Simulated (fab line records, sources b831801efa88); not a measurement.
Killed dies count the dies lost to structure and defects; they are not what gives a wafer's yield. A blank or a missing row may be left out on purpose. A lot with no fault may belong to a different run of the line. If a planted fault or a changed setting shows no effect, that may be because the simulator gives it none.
The same fault as seen by 2 desks	flow sky130	each desk holds nothing but its own numbers, with what lay behind them at the end

## AT THE METROLOGY DESK
What the gauges read for every lot (on any tool): the sampled wafers with a number, averaged. Any lot whose mean is over 4 standard deviations away from the usual mean is out of limits and marked OUT; that distance is given in the brackets.
Columns: A = VT_ADJUST_HVTP_OVL at SKY_VT_ADJUST_HVTP_OVL_MEAS_08, usual -0.8 nm
lot	first seen here	A
L288	day 6 10:23	-0.4
L290	day 7 00:40	-4.1
L291	day 7 09:59	-1.6
L292	day 7 11:34	0.8
L293	day 7 15:45	-1.8
L294	day 8 01:17	-0.8
L296	day 8 10:48	-1.8
L299	day 9 06:00	0.3
L300	day 9 15:44	-0.5
L301	day 10 00:35	-0.5
L307	day 11 13:45	0.4
L309	day 11 19:43	-1.1
L310	day 12 01:02	-1.9
L311	day 12 05:14	-1.4
This desk found nothing out of limits on any of the 14 lots.

## THE TOOL OWNER'S DESK: litho_track-02
Per lot that ran on this tool, the mean of the sampled wafers carrying a number, from the tool's own readings at SKY_SONOS_ONO_SOFTBAKE_09 (time 60 s). Any lot whose mean is over 4 standard deviations away from the usual mean is out of limits and marked OUT; that distance is given in the brackets.
Columns: A = heater_power_total_W at SKY_SONOS_ONO_SOFTBAKE_09, usual 56.59 W; B = run_length_s at SKY_SONOS_ONO_SOFTBAKE_09, usual 89.1 s
lot	first seen here	A	B
L291	day 14 00:55	56.58	89.4
L294	day 14 18:04	56.58	89.4
L296	day 15 05:37	56.62	89.3
L301	day 17 03:25	56.59	89.4
L307	day 19 07:13	58.40 (+42) OUT	83.9 (-15) OUT
L309	day 19 14:22	60.34 (+87) OUT	78.5 (-31) OUT
L311	day 20 00:58	58.45 (+43) OUT	84.0 (-15) OUT
Finding of this desk: L307, L309, L311 out of limits; the first was L307 at day 19 07:13, on heater_power_total_W at SKY_SONOS_ONO_SOFTBAKE_09. L291, L294, L296, L301: within limits.

## ALL TOGETHER
On L307, L309, L311, at day 19 07:13, an alarm was possible from the tool owner's desk.
Nothing out of limits was seen by the metrology desk.
The metrology desk has L307, L309, L311 on record, within its limits.
Every lot named ran SKY_SONOS_ONO_SOFTBAKE_09 on litho_track-02.

## WHAT HAD BEEN PUT IN BY THE SIMULATOR
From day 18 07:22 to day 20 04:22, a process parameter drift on litho_track-02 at SKY_SONOS_ONO_SOFTBAKE_09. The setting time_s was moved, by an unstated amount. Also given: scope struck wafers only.
Lots struck among those shown: L307, L309, L311.
Delay in hours, fault start to first out-of-limits reading, by desk: the tool owner's desk at 24.
